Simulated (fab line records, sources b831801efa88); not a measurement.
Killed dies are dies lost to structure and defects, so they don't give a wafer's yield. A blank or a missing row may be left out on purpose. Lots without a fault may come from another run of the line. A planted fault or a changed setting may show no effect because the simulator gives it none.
Which tool did it? | flow sky130 | 11 lots, 33 wafers sampled, at 4 steps of a route of 708

WHAT THE GAUGES READ, wafer by wafer
SKY_PWDE_OVL_MEAS_07.
lot  | measured    | on         | PWDE_OVL (nm)
L561 | day 3 19:53 | overlay-01 | 1.2 -1.4 -0.6
L562 | day 4 00:38 | overlay-01 | 0.7 0.6 -0.4
L564 | day 4 13:28 | overlay-02 | 1.6 2.7 -0.3
L565 | day 4 21:20 | overlay-02 | -1.4 -2.1 -4.3
L567 | day 5 07:28 | overlay-01 | 1.0 -0.1 1.3
L569 | day 5 16:52 | overlay-02 | -0.9 -3.2 -3.3
L575 | day 7 03:04 | overlay-02 | 1.3 -0.9 0.5
L577 | day 7 14:01 | overlay-01 | -2.7 -1.2 -3.6
L578 | day 7 20:59 | overlay-01 | 2.9 0.1 0.8
L581 | day 8 12:58 | overlay-02 | -0.4 -1.5 -0.3
L583 | day 9 00:01 | overlay-02 | -1.2 0.5 1.4

WHICH TOOL RAN EACH LOT (tool, then ch and the chambers of the sampled wafers, then the start)
lot  | SKY_FIELD_ISO_ETCH_14             | SKY_FIELD_ISO_ETCH_15             | SKY_FIELD_ISO_STRIP_16
L561 | rie_diel-02 ch 0,2,3, day 2 05:19 | rie_diel-02 ch 0,2,3, day 2 05:21 | plasma_asher-01 ch 0,1, day 2 05:25
L562 | rie_diel-01 ch 0,2, day 2 09:03   | rie_diel-01 ch 0,2, day 2 09:05   | plasma_asher-01 ch 0,1, day 2 09:09
L564 | rie_diel-02 ch 0,1,2, day 2 22:42 | rie_diel-02 ch 0,1,2, day 2 22:44 | plasma_asher-03 ch 0,1, day 2 22:48
L565 | rie_diel-02 ch 0,1,2, day 3 02:05 | rie_diel-02 ch 0,1,2, day 3 02:08 | plasma_asher-02 ch 0,1, day 3 02:11
L567 | rie_diel-02 ch 2,3, day 3 12:39   | rie_diel-02 ch 2,3, day 3 12:41   | plasma_asher-02 ch 0,1, day 3 12:47
L569 | rie_diel-02 ch 1,2, day 3 21:40   | rie_diel-02 ch 1,2, day 3 21:42   | plasma_asher-02 ch 0,1, day 3 21:47
L575 | rie_diel-04 ch 2,3, day 5 04:45   | rie_diel-04 ch 2,3, day 5 04:47   | plasma_asher-02 ch 0, day 5 04:51
L577 | rie_diel-04 ch 0,1,2, day 5 17:37 | rie_diel-04 ch 0,1,2, day 5 17:39 | plasma_asher-03 ch 0,1, day 5 17:43
L578 | rie_diel-01 ch 1,2, day 5 23:39   | rie_diel-01 ch 1,2, day 5 23:41   | plasma_asher-02 ch 0,1, day 5 23:47
L581 | rie_diel-04 ch 2,3, day 6 13:07   | rie_diel-04 ch 2,3, day 6 13:09   | plasma_asher-02 ch 0,1, day 6 13:13
L583 | rie_diel-04 ch 0,1, day 6 22:01   | rie_diel-04 ch 0,1, day 6 22:03   | plasma_asher-01 ch 0,1, day 6 22:07
- SKY_FIELD_ISO_ETCH_14: etches BARC in N2/H2, stops on SiO2, time 45.9 s, target depth 60 nm.
- SKY_FIELD_ISO_ETCH_15: etches the open film in CHF3/O2, stops on Si, target depth 180 nm, time 72 s.
- SKY_FIELD_ISO_STRIP_16: strips in O2/N2.

THE ANSWER, worked out from the rows above alone
Rule: what is usual is taken from the lots themselves. Put in order of their means at a reading, lots are off if they are a third of the lots or fewer, leave a main group of 4 or more, and stand apart from it by a gap of 3 or more times the standard deviation of the main group's means; of several such gaps the widest counts. A main group whose means are all the same, to the digits that the tables above print for the reading, isn't used. A lot without any number at a reading at which 4 lots or more have one is off too. The other lots that the step has rows for count as sound.
No lot is off at any reading shown: from this, nothing can be told.

WHAT THE SIMULATOR HAD PUT IN
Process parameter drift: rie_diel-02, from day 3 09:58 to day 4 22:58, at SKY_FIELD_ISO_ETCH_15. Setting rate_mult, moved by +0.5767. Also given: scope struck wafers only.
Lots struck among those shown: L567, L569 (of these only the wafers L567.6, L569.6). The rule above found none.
